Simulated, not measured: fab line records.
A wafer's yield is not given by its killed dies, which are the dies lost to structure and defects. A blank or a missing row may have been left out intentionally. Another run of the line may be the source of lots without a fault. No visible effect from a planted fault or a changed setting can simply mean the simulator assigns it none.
8D (eight disciplines) problem report, filled in by code :: flow sky130 :: the parts of the form that need people (team, actions taken, sign-off) are left out

## 1. WHAT IS WRONG
Wafers without a fault read 15, standard deviation 4.3; killedAtFrontEnd at SKY_PAD_OPEN_PROBE_99 reads a mean of 52 on 6 wafers belonging to 2 lots. That puts it +8.7 standard deviations away from the usual mean.
First observed at day 49 23:37: wafer L653.2, on prober-01. The record has a number at this step for 21 wafers belonging to 7 lots. The rule behind "out" and "out of limits": a value lying over 4 standard deviations away from the usual mean. The rest of the wafers with a number are treated as sound.

## 2. WHAT IT IS AND WHAT IT IS NOT
question: which readings at this step
is: killedAtFrontEnd
is not: killed_at_M0_to_M3, killed_at_M4_up, killedAtContacts, killedAtOther, killedOpen, killedShort

question: which lots
is: L653, L654
is not: L636, L643, L644, L645, L655

question: which wafers of those lots
is: all that have a number
is not: -

question: read on which tools
is: prober-01, prober-02
is not: -

question: when
is: from day 49 23:37
is not: up to then (12 sound wafers); but 3 sound wafers of L655 came after

## 3. SUSPECTS, AND WHAT RULES EACH OUT
Counting: a tool stays on the suspect list if, at a process step up to the reading, it processed all lots that are out and no sound lot following the first of them.
- plasmaAsher-04 at SKY_SONOS_ONO_STRIP_17 (strips in O2/N2): kept. All lots that are out passed through it, beginning with L653 at day 18 23:07, and no sound lot followed; its final sound lot before that point was L645 at day 16 12:43.
- rieMetal-01 at SKY_METAL4_DESCUM_15 (chemistry O2, time 8 s): kept. All lots that are out passed through it, beginning with L653 at day 46 17:40, and no sound lot followed; its final sound lot before that point was L645 at day 44 21:59.
After counting, plasmaAsher-04 at SKY_SONOS_ONO_STRIP_17 and rieMetal-01 at SKY_METAL4_DESCUM_15 remain.

## 4. THE CAUSE (what the simulator had put in)
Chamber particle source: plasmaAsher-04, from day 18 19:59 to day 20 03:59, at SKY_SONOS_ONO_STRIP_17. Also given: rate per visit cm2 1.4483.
This tool is one of the 2 suspects left after counting.

## 5. SEQUENCE OF EFFECTS, ordered by route
Each row: a reading where the mean over the struck wafers with a number is more than 3 standard deviations away from the usual. Only readings for which the record gives a usual standard deviation are gone through. hours: the time from each lot's start at the first step in this table that gives one to its start at this step, as a median over the lots. sigmas: the change in usual standard deviations.
hours: 0
step: SKY_PAD_OPEN_PROBE_99
reading: killedAtFrontEnd
usual: 15
on struck wafers: 52
change: +37
sigmas: +8.7

hours: 0
step: SKY_PAD_OPEN_PROBE_99
reading: killedDies
usual: 86
on struck wafers: 121
change: +35
sigmas: +3.9
The process steps in it:
- SKY_PAD_OPEN_PROBE_99

## 6. HOW IT WOULD HAVE BEEN CAUGHT EARLIER
In this record the first reading out of limits was taken at day 49 23:37, 748 hours after the fault began at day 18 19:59.
No tool reading at SKY_SONOS_ONO_STRIP_17 that has a usual standard deviation in the record was out on any struck wafer, so an alarm limit of 4 standard deviations on those readings would not have fired.
Lots out: 2; all had begun SKY_SONOS_ONO_STRIP_17 on plasmaAsher-04 by day 49 23:37. None of them would have been spared by holding the tool at that moment.
